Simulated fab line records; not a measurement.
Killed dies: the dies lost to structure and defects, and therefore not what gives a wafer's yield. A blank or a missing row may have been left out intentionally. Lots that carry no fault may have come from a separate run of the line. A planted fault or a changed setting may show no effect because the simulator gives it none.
Chamber matching	flow sfq-line	SFQ_TRILAYER_I4_CMP_CMP_100 on cmp-01 has 4 sister chambers
The step polishes SiO2. 14 wafers are shown with their chamber, then 6 later ones without.

== WAFERS WITH THEIR CHAMBER ==
wafer	chamber	motor-current-A (A)	time-to-endpoint-s (s)
L387.1	3	8.8	211
L387.3	0	8.0	211
L387.4	1	9.5	218
L390.3	3	8.5	204
L390.1	1	9.4	209
L390.4	2	12.5	214
L395.4	1	9.2	212
L395.1	3	8.5	206
L395.5	1	9.4	213
L397.3	2	11.5	211
L397.2	0	8.4	214
L397.6	2	11.9	217
L401.2	1	9.2	217
L401.1	3	8.5	211

SIGNATURES, as means of the wafers listed above
reading	chamber 0	chamber 1	chamber 2	chamber 3	scatter within a chamber
motor-current-A	8.200	9.340	11.967	8.575	0.269
time-to-endpoint-s	212.50	213.80	214.00	208.00	3.4
Rule: a wafer lies at a distance from a chamber equal to the root of the sum of squares, over the readings, of (its reading less the chamber's mean, divided by the reading's scatter). The wafer belongs to the nearest chamber; if the next one is less than 2 further off, it can't be placed. How the scatter is found: for the shown wafers, subtract from each reading the mean of its chamber, square and add these, divide the total by (wafers less chambers), then take the root.

== WAFERS MISSING THEIR CHAMBER ==
wafer	motor-current-A (A)	time-to-endpoint-s (s)
L404.1	8.3	207
L404.4	12.0	221
L404.5	8.5	224
L405.1	8.7	215
L405.5	9.0	218
L405.6	8.7	223

== THE CHAMBER EACH PASSED THROUGH ==
wafer	from the rows above	in truth
L404.1	can't be placed: 3 or 0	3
L404.4	2	2
L404.5	can't be placed: 0 or 1 or 3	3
L405.1	can't be placed: 0 or 3 or 1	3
L405.5	can't be placed: 1 or 3 or 0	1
L405.6	can't be placed: 1 or 0 or 3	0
Correctly placed: 1 of 6. Not placeable from these rows: 5 (in 5, the candidates include the true chamber). 0 placed wrongly.
